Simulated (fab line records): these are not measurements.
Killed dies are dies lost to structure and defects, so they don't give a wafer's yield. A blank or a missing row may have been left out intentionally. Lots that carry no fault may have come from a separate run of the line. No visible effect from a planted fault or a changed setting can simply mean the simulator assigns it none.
Matching of chambers    flow sky130    pecvd-01 running SKY_PASSIVATION_CVD_00: 3 sister chambers
The step deposits SiO2, target thk 90 nm. 3 wafers are shown with their chamber, then 10 later ones without.

== WAFERS PAIRED WITH THEIR CHAMBERS ==
wafer   chamber  heater power w (W)
L088.1  1        466
L088.4  0        647
L088.5  2        738

== WAFERS MISSING THEIR CHAMBER ==
wafer   heater power w (W)
L088.6  467
L094.1  744
L094.2  436
L094.6  738
L095.1  721
L095.2  450
L095.6  458
L097.3  710
L097.4  692
L097.5  737

== CHAMBER TAKEN BY EACH ==
wafer    from the rows above       in truth
L088.6   1                         1
L094.1   2                         2
L094.2   1                         1
L094.6   2                         2
L095.1   2                         2
L095.2   1                         1
L095.6   1                         1
L097.3   can't be placed: 2 or 0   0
L097.4   can't be placed: 0 or 2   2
L097.5   2                         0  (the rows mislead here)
Correctly placed: 7 of 10. Unplaceable from these rows: 2, with the true chamber sitting among the candidates in 2. Wrongly placed: 1.
How it was worked out, from the rows above alone: a wafer's distance from a chamber is the root of the sum, over the readings, of the square of ((its reading less the chamber's mean) divided by the reading's scatter). The wafer belongs to the nearest chamber; if the next one is less than 2 further off, it can't be placed. Each chamber's mean is taken over the wafers shown for it. The scatter: with one shown wafer a chamber, the root of the mean of the squares of how far each hidden wafer lies from its nearest shown one.
